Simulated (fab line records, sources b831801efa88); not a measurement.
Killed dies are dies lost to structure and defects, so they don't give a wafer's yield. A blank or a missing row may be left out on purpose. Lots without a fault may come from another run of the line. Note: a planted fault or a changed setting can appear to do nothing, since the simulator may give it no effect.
fab line records | flow sky130 | part 2 of 2: steps 30 to 42 of 42
[record] lots = 5 wafers = 15 last_day = 50
route steps=708 shown VIA3@582 METAL4@598 CAP2M@603
lots with no fault: from the same line, run without faults
start_h: start of the lot's first displayed wafer, in hours after the record's first day | wait_h: hours from the lot's prior step to this one | " identical to the entry in the row above | L1.1+2: one row covering several wafers at once | - no value present, or no start provided | * or withheld: withheld | < > ~ a bound
route shown NAME@n: a module of which the file shows steps, and the number in the route of the first | usual: mean/standard deviation taken from wafers without a fault | same: alike in all rows | chamber/n: place in a boat | sites: per-site readings | _std_site: standard deviation across them | _edge_site: mean of outer sites minus mean of inner sites | radius_mm: for every site, how far away it sits from the centre of the wafer | mask NAME#n: copy n | behind: tool/chamber where the wafer was last shaped | hold: why the lot was held/for how many hours/how that ended | device: transistor that didn't switch, given as n, p or np | end of line: the same wafers' tests at the end of the route | a step without rows: its recipe alone | killed: not the wafer's yield, but the dies lost to structure and defects at the first sort | map: a wafer's dies, marking killed ones x, the rest . and places with no die _
set.NAME: setting as actually run; set.NAME@STEP: the setting as run at that earlier step | model.NAME: the simulator's own value behind a step, which no gauge read
lots at selected steps of the route; one table per step, one row per wafer
services: from which hour (start_h, from the record's first day; less than 0 if before it) a tool's chamber was out of use, for how many hours, and why
[[steps]]
[step SKY_CAP2M_SOFTBAKE_08]
[recipe] temp_c = 90 time_s = 60 resist = NOVOLAK
// columns lot.wafer tool chamber start_h wait_h
L077.1+2+3 litho_track-03 0 960.22 0.1
L076.1+3+5 litho_track-01 0 961.72 0.1
L078.1+4+5 litho_track-03 0 964.92 0.1
L091.1+2+5 litho_track-03 0 1051.07 0.1
L097.2+3+6 litho_track-01 0 1088.05 0.1
[step SKY_CAP2M_EXPOSE_09]
[recipe] mask_id = CAP2M na = 0.6 source_shape = conventional sigma_outer = 0.6 polarization = unpolarized target_cd_nm = 1000 dose_mj = 159
// columns lot.wafer tool chamber start_h wait_h mask
L077.1+2+3 iline_stepper-01 0 - - CAP2M#0
L076.1+3+5 iline_stepper-01 0 - - CAP2M#0
L078.1+4+5 iline_stepper-01 0 - - CAP2M#0
L091.1+2+5 iline_stepper-02 0 - - CAP2M#0
L097.2+3+6 iline_stepper-02 0 - - CAP2M#0
[step SKY_CAP2M_PEB_10]
[recipe] temp_c = withheld time_s = * resist = NOVOLAK
// columns lot.wafer tool chamber start_h wait_h
L077.1+2+3 litho_track-03 0 - -
L076.1+3+5 litho_track-01 0 - -
L078.1+4+5 litho_track-01 0 - -
L091.1+2+5 litho_track-03 0 - -
L097.2+3+6 litho_track-03 0 - -
[step SKY_CAP2M_DEVELOP_11]
[recipe] resist = NOVOLAK developer = TMAH develop_time_s = 60 dev_temp_c = 23
// columns lot.wafer tool chamber start_h wait_h
L077.1+2+3 litho_track-03 0 971.62 0.1
L076.1+3+5 litho_track-01 0 972.62 0.1
L078.1+4+5 litho_track-01 0 976.22 0.1
L091.1+2+5 litho_track-03 0 1062.32 0.1
L097.2+3+6 litho_track-03 0 1097.80 0.1
[step SKY_CAP2M_OVL_MEAS_12]
[usual] CAP2M_OVL = 0.2/1.3
// columns lot.wafer tool chamber start_h wait_h CAP2M_OVL[nm]
L077.1 overlay-01 - 971.77 0.1 -1.2
L077.2 " - " " 0.3
L077.3 " - " " -0.7
L076.1 overlay-01 - 972.77 0.1 -1.8
L076.3 " - " " -0.9
L076.5 " - " " -1.5
L078.1 overlay-02 - 976.37 0.1 0.0
L078.4 " - " " 0.1
L078.5 " - " " -0.5
L091.1 overlay-02 - 1062.47 0.1 0.1
L091.2 " - " " 0.2
L091.5 " - " " 0.1
L097.2 overlay-01 - 1097.93 0.1 2.3
L097.3 " - " " 0.9
L097.6 " - " " 1.9
[step SKY_CAP2M_METAL_ETCH_13]
[recipe] target_depth_nm = 220 stop_on = SiO2 chemistry = Cl2/BCl3 target = TiN pressure_mtorr = 10 icp_w = 900 bias_w = 48.5 Cl2_flow_sccm = 60 bcl3_flow_sccm = 30 time_s = 62.9
[usual] bcl3_flow_sccm = 29.98/0.087 drypump_motor_current_A = 5.8/0.36 oes_product_au = 0.941/0.0082 throttle_valve_pct = 21.902/0.0099
// columns lot.wafer tool chamber start_h wait_h bcl3_flow_sccm drypump_motor_current_A oes_product_au rf_hours_counter_h throttle_valve_pct
L077.1 rie_metal-01 0 971.81 0.0 29.98 5.4 0.940 3 21.889
L077.2 " 1 " " 30.00 6.4 0.938 13 21.892
L077.3 " 1 " " 30.10 6.4 0.936 - 21.918
L076.1 rie_metal-03 1 972.81 0.0 30.06 6.1 0.940 20 21.894
L076.3 " 1 " " 29.82 6.1 0.931 - 21.902
L076.5 " 0 " " 29.94 5.8 0.926 - 21.907
L078.1 rie_metal-04 1 976.41 0.0 30.06 5.2 0.931 5 21.901
L078.4 " 1 " " 30.19 5.2 0.916 - 21.907
L078.5 " 0 " " 29.97 5.6 0.938 - 21.889
L091.1 rie_metal-04 1 1062.51 0.0 29.91 5.2 0.942 10 21.891
L091.2 " 0 " " 30.07 5.6 0.943 15 21.889
L091.5 " 1 " " 29.82 5.2 0.935 - 21.910
L097.2 rie_metal-01 0 1097.96 0.0 29.89 5.5 0.956 10 21.897
L097.3 " 1 " " 30.04 6.4 0.943 - 21.884
L097.6 " 0 " " 30.00 5.4 0.943 - 21.904
[step SKY_CAP2M_STRIP_14]
[recipe] chemistry = O2/N2 power_w = 1400 pressure_mtorr = 1500 platen_temp_c = withheld o2_flow_sccm = 3000 n2_flow_sccm = 300 overash_fraction = 0.5
[usual] drypump_motor_current_A = 5.7/0.48 oes_product_au = 0.710/0.0046 strip_time_to_endpoint_s = 12.66/0.042
// columns lot.wafer tool chamber start_h wait_h drypump_motor_current_A oes_product_au rf_hours_counter_h strip_time_to_endpoint_s
L077.1 plasma_asher-01 0 971.89 0.1 5.0 0.719 49 12.63
L077.2 " 1 " " 6.5 0.710 49 12.56
L077.3 " 1 " " 6.4 0.703 - 12.57
L076.1 plasma_asher-04 0 972.89 0.1 5.5 0.710 87 12.67
L076.3 " 0 " " 5.5 0.713 - 12.67
L076.5 " 0 " " 5.5 0.713 - 12.62
L078.1 plasma_asher-02 1 976.49 0.1 6.0 0.705 114 12.58
L078.4 " 1 " " 6.0 0.711 - 12.64
L078.5 " 0 " " 6.2 0.711 - 12.60
L091.1 plasma_asher-04 1 1062.59 0.1 5.4 0.703 95 12.68
L091.2 " 0 " " 5.5 0.709 95 12.65
L091.5 " 0 " " 5.5 0.716 - 12.70
L097.2 plasma_asher-02 1 1098.04 0.1 6.0 0.709 3 12.63
L097.3 " 1 " " 6.0 0.709 - 12.61
L097.6 " 0 " " 6.2 0.707 - 12.61
[step SKY_CAP2M_STRIP_15]
[recipe] chemistry = post_etch_residue_remover time_s = 1200 temp_c = 72.5
// columns lot.wafer tool chamber start_h wait_h
L077.1+2+3 wet_bench-04 2 971.99 0.1
L076.1+3+5 wet_bench-04 0 972.99 0.1
L078.1+4+5 wet_bench-04 2 976.59 0.1
L091.1+2+5 wet_bench-04 3 1062.69 0.1
L097.2+3+6 wet_bench-02 2 1098.14 0.1
[step SKY_CAP2M_CLEAN_16]
[recipe] chemistry = IPA time_s = 180 temp_c = 25
// columns lot.wafer tool chamber start_h wait_h
L077.1+2+3 wet_bench-03 2 972.33 0.0
L076.1+3+5 wet_bench-03 2 973.33 0.0
L078.1+4+5 wet_bench-03 2 976.93 0.0
L091.1+2+5 wet_bench-02 2 1063.06 0.0
L097.2+3+6 wet_bench-03 1 1098.48 0.0
[step SKY_CAP2M_CLEAN_17]
[recipe] chemistry = O3/DIW dry = n2_spin
// columns lot.wafer tool chamber start_h wait_h
L077.1+2+3 wet_bench-04 3 972.39 0.0
L076.1+3+5 wet_bench-02 0 973.39 0.0
L078.1+4+5 wet_bench-04 0 976.99 0.0
L091.1+2+5 wet_bench-04 2 1063.12 0.0
L097.2+3+6 wet_bench-02 3 1098.54 0.0
[step SKY_METAL4_DEHYDRATE_05]
[recipe] temp_c = 200 time_s = 60
// columns lot.wafer tool chamber start_h wait_h
L077.1+2+3 litho_track-04 0 984.07 11.6
L076.1+3+5 litho_track-02 0 985.57 12.1
L078.1+4+5 litho_track-02 0 988.82 11.7
L091.1+2+5 litho_track-04 0 1072.02 8.8
L097.2+3+6 litho_track-02 0 1108.19 9.6
[step SKY_METAL4_HMDS_06]
[recipe] prime_time_s = 60 prime_temp_c = 121.1
// columns lot.wafer tool chamber start_h wait_h
L077.1+2+3 litho_track-04 0 984.22 0.1
L076.1+3+5 litho_track-02 0 985.72 0.1
L078.1+4+5 litho_track-02 0 988.97 0.1
L091.1+2+5 litho_track-04 0 1072.17 0.1
L097.2+3+6 litho_track-02 0 1108.34 0.1
[step SKY_METAL4_COAT_07]
[recipe] resist = BARC temp_c = withheld time_s = withheld spin_rpm = 3000 resist_thk_nm = 60
// columns lot.wafer tool chamber start_h wait_h
L077.1+2+3 litho_track-04 0 984.37 0.1
L076.1+3+5 litho_track-02 0 985.87 0.1
L078.1+4+5 litho_track-02 0 989.12 0.1
L091.1+2+5 litho_track-04 0 1072.32 0.1
L097.2+3+6 litho_track-02 0 1108.49 0.1
[[services]]
// columns tool chamber start_h hours kind
cvd_w-02 - 923.32 2.8 pm
rie_diel-01 - 934.77 0.7 repair
pvd_sputter-04 - 941.97 3.6 repair
plasma_asher-04 - 953.35 3.3 repair
pvd_sputter-04 - 958.96 1.2 repair
cmp-01 - 972.65 0.3 repair
krf_scanner-01 - 974.81 1.0 pm
krf_scanner-01 - 975.81 3.6 pm
cmp-01 - 979.39 1.0 repair
krf_scanner-01 - 981.56 0.8 pm
cmp-01 - 983.17 1.5 repair
rie_diel-03 - 984.69 0.5 repair
plasma_asher-01 - 990.56 1.6 repair
krf_scanner-01 - 994.96 1.3 pm
rie_diel-03 - 1003.48 0.5 repair
iline_stepper-01 - 1016.15 3.5 repair
krf_scanner-01 - 1034.48 21.0 pm
plasma_asher-04 - 1046.80 2.8 pm
rie_diel-03 1 1047.94 2.0 repair
rie_diel-01 1 1070.26 15.4 repair
krf_scanner-01 - 1073.92 2.3 repair
iline_stepper-01 - 1081.96 1.7 pm
rie_diel-03 1 1086.07 6.8 repair
rie_diel-01 0 1104.81 2.6 repair
